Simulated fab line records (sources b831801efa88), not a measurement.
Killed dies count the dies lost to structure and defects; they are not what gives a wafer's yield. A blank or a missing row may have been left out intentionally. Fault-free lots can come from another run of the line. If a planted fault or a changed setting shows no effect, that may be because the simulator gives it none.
A lot that was struck, set against a sound lot | flow sky130 | 14 out of 708 route steps
Sound: these wafers, L555.2, L555.3, L555.4. Struck: wafers L557.4, L557.5, L557.6. The cause comes at the end.
Per side, at each step with rows, come the tool, then ch with its chambers, and then its first start. Under that, the readings that differ: sound wafers | struck wafers | difference of the means | sigmas: that difference in standard deviations of wafers without a fault.
alike: same words and numbers on both sides, and readings whose means sit less than 2 such deviations apart. not compared: any withheld reading, any reading some wafer has no value for, any bound like >300 that may hide the same value, and any number with overlapping values for which the record gives no deviation.
A row with sigmas, a row that says differs or no value, or rows on one side alone: a step with any of these is where the two part. Numbers that don't overlap but have no deviation are shown without sigmas and don't part them. Lack of a reading on every wafer of one side parts them only where that side has two or more wafers.

first, 2 steps without rows for these wafers: SKY_VT_ADJUST_NCORE_PEB_05; SKY_VT_ADJUST_NCORE_DEVELOP_06 (develop time 60 s).
SKY_VT_ADJUST_NCORE_CD_MEAS_07: the cd target is 380 nm.
  sound on cd-sem-01, day 9 08:46; struck on cd-sem-01, day 10 02:27
  alike: cd-nm
SKY_VT_ADJUST_NCORE_OVL_MEAS_08:
  sound on overlay-02, day 9 08:52; struck on overlay-02, day 10 02:32
  alike: VT_ADJUST_NCORE_OVL
next, for these wafers, 1 step has no rows: SKY_VT_ADJUST_NCORE_IMPLANT_09.
SKY_VT_ADJUST_NCORE_STRIP_10: strips in O2/N2.
  sound on plasma-asher-02 ch 0,1, day 9 09:02; struck on plasma-asher-02 ch 0,1, day 10 02:44
  alike: drypump-motor-current-A, oes-product-au, strip-time-to-endpoint-s
  not compared: rf-hours-counter-h
SKY_VT_ADJUST_NCORE_TW_MEAS_11:
  sound on film-metro-04, day 9 09:09; struck on film-metro-01, day 10 02:49
  alike: VT_ADJUST_NCORE_TW
then, 5 steps without rows for these wafers: SKY_VT_ADJUST_HVTR_DEHYDRATE_00 (time 60 s); SKY_VT_ADJUST_HVTR_HMDS_01 (prime time 60 s); SKY_VT_ADJUST_HVTR_COAT_02 (resist thk 1140 nm); SKY_VT_ADJUST_HVTR_SOFTBAKE_03 (time 60 s); SKY_VT_ADJUST_HVTR_EXPOSE_04 (exposes mask HVTRM, target cd 380 nm).
SKY_VT_ADJUST_HVTR_PEB_05:
  sound on litho-track-03 ch 0, day 10 05:28; struck on litho-track-02, day 11 00:11
  reading         | sound          | struck | difference                    | sigmas
  exhaust-pa (Pa) | 45.7 46.2 45.5 | - - -  | no value on the struck wafers |
  not compared: chill-plate-temp-C
then, 1 step without rows for these wafers: SKY_VT_ADJUST_HVTR_DEVELOP_06 (develop time 60 s).

## WHERE THEY PART
SKY_VT_ADJUST_HVTR_PEB_05 only, going by this record.

WHY: what had been put in by the simulator
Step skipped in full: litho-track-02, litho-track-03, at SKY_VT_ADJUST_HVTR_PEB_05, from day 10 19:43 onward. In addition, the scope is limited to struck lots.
